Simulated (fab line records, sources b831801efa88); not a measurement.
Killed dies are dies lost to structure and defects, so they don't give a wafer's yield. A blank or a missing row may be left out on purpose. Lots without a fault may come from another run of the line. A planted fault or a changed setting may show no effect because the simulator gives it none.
One fault seen from 2 desks | flow sky130 | each desk has only its own numbers; what lay behind them comes last

THE METROLOGY DESK
What the gauges read, lot by lot, whatever tool the lot ran on: means of the sampled wafers that have a number. A lot is out of limits, marked OUT, if its mean lies more than 4 standard deviations from the usual mean; the brackets give that distance.
Columns: A = FIELD_ISO_CVD_03_THK at SKY_FIELD_ISO_THK_MEAS_04, usual 165.2 nm; B = cd_nm at SKY_SD_N_CD_MEAS_07, usual 380.5 nm
lot  | first seen here | A     | B
L951 | day 1 18:29     | 167.3 | 377.4
L953 | day 2 05:17     | 163.6 | 381.6
L955 | day 2 16:54     | 166.5 | 380.8
L957 | day 3 04:01     | 165.7 | 379.4
L958 | day 3 08:05     | 165.8 | 382.1
L959 | day 3 13:28     | 165.1 | 376.9
L960 | day 3 15:30     | 167.6 | 378.8
L964 | day 4 11:46     | 166.3 | 380.2
L967 | day 5 02:56     | 166.9 | 381.8
L969 | day 5 14:13     | 164.5 | 379.2
L971 | day 6 01:23     | 162.6 | 380.0
L972 | day 6 09:40     | 165.9 | 380.8
L973 | day 6 15:04     | 164.0 | 380.7
This desk's finding: nothing out of limits on any of the 13 lots.

THE TOOL OWNER'S DESK: implanter-04
The tool's own readings at SKY_LDD_N_IMPLANT_10: means of the sampled wafers that have a number, for each lot that ran on this tool. A lot is out of limits, marked OUT, if its mean lies more than 4 standard deviations from the usual mean; the brackets give that distance.
Columns: A = beam_on_s at SKY_LDD_N_IMPLANT_10, usual 9.99 s; B = dose_ions_cm2 at SKY_LDD_N_IMPLANT_10, usual 7.5e+13
lot  | first seen here | A                | B
L951 | day 18 07:46    | 10.10            | 7.5e+13
L960 | day 21 20:22    | 9.79             | 7.5e+13
L967 | day 24 04:34    | 11.03 (+5.2) OUT | 8.5e+13 (+99 or more) OUT
L969 | day 24 18:12    | 11.16 (+5.8) OUT | 8.5e+13 (+99 or more) OUT
This desk's finding: out of limits on L967, L969; first on L967, day 24 04:34 (beam_on_s at SKY_LDD_N_IMPLANT_10). In limits: L951, L960.

PUT TOGETHER
The tool owner's desk could have raised an alarm at day 24 04:34, on L967, L969.
The metrology desk saw nothing out of limits.
The metrology desk has L967, L969 on record, within its limits.
Of the lots named, all ran SKY_LDD_N_IMPLANT_10 on implanter-04.

WHAT THE SIMULATOR HAD PUT IN
Process parameter drift: implanter-04, from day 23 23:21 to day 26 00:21, at SKY_LDD_N_IMPLANT_10. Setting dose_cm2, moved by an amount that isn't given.
Lots struck among those shown: L967, L969.
Hours from the fault's start to each desk's first reading out of limits: the tool owner's desk, 5.
